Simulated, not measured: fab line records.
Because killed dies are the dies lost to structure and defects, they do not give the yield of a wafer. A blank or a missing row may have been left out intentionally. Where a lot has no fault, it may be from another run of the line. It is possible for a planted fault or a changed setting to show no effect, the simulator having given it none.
A struck lot beside a sound one -- flow sky130 -- 14 steps out of a route of 708
Sound: the wafers L988.1, L988.3, L988.4. The struck wafers were L992.1, L992.3, L992.4. At the end, the cause is stated.
Each step with rows lists, per side, the tool, then ch with its chambers, then its first start. Under that, the readings that differ: sound wafers -- struck wafers -- difference of the means -- sigmas: that difference in standard deviations of wafers without a fault.
alike: same words and numbers on both sides, and readings whose means sit less than 2 such deviations apart. not compared: any withheld reading, any reading some wafer has no value for, any bound like >300 that may hide the same value, and any number with overlapping values for which the record gives no deviation.
Wherever a step has rows on one side only, a row that says differs or no value, or a row with sigmas, the two part there. Numbers that have no deviation but don't overlap get no sigmas and don't part them. A reading that every wafer of one side lacks parts them only if that side has two wafers or more.

SKY_VIA2_ETCH_14: etches BARC in N2/H2, stops on SiO2, time 45.9 s, target depth 60 nm.
  sound on rie-diel-04 ch 0,1,2, day 38 21:59; struck on rie-diel-02 ch 0,2,3, day 40 00:25
reading,sound,struck,difference,sigmas
rf-hours-counter-h (h),2 13 2,14 15 22,+11,
  alike: drypump-motor-current-A, oes-product-au, throttle-valve-pct
then, 5 steps without rows for these wafers: SKY_VIA2_ETCH_15 (etches SiO2 in C4F8/O2/Ar, stops on TiN, target depth 546 nm, time 84 s); SKY_VIA2_STRIP_16 (strips in O2/N2); SKY_VIA2_STRIP_17 (strips in post etch residue remover, time 1200 s); SKY_VIA2_CLEAN_18 (cleans in IPA, time 180 s); SKY_VIA2_CLEAN_19 (cleans in O3/DIW).
SKY_VIA2_SPUTTER_20: material TiN, target thk 20 nm, time 80 s.
  sound on pvd-sputter-04, day 38 22:45; struck on pvd-sputter-02, day 40 01:07
  alike: chamber-pressure-pa, throttle-valve-pct
SKY_VIA2_CVD_21: deposits W, target thk 420 nm, time 126.4 s.
  sound on cvd-w-01 ch 0, day 38 22:58; struck on cvd-w-01 ch 0,1, day 40 01:11
  alike: chamber-pressure-Torr, heater-power-w
SKY_VIA2_RS_MEAS_22: measurement is done with a four-point probe.
  sound on film-metro-02, day 38 23:14; struck on film-metro-01, day 40 01:19
  alike: VIA2_W_RS
SKY_VIA2_THK_MEAS_23: measures by xrf.
  sound on film-metro-02, day 38 23:21; struck on film-metro-01, day 40 01:26
  alike: VIA2_W_THK
SKY_VIA2_CMP_24: polishes, stops on SiO2, t overpolish 20 s, target thk 0 nm.
  sound on cmp-02 ch 0,1,2, day 38 23:27; struck on cmp-02 ch 0,2,3, day 40 01:29
  alike: motor-current-A, overpolish-run-s, time-to-endpoint-s
SKY_METAL3_SPUTTER_00: material Ti, target thk 15 nm, time 10 s.
  sound on pvd-sputter-03, day 38 23:45; struck on pvd-sputter-03, day 40 01:47
  alike: chamber-pressure-pa, throttle-valve-pct
SKY_METAL3_SPUTTER_01: material TiN, target thk 20 nm, time 16.7 s.
  sound on pvd-sputter-03, day 38 23:47; struck on pvd-sputter-03, day 40 01:49
reading,sound,struck,difference,sigmas
chamber-pressure-pa (Pa),0.4002 0.3989 0.4005,0.4864 0.4883 0.4869,+0.0873,+99 or more
throttle-valve-pct (%),27.8 30.2 30.5,27.4 26.5 27.3,-2.4,-2
model.TiN_of_METAL3_SPUTTER_01.thk-nm (nm),19.86 20.27 20.43,19.48 19.09 19.52,-0.82,
then, 1 step without rows for these wafers: SKY_METAL3_SPUTTER_02 (material AlCu, target thk 735 nm, time 39.1 s).

WHERE THEY PART
SKY_METAL3_SPUTTER_01 only, going by this record.

WHY: what had been put in by the simulator
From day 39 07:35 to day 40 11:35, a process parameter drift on pvd-sputter-03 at SKY_METAL3_SPUTTER_01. Setting chamber-pressure-pa, moved by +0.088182, from 0.4. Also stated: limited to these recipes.
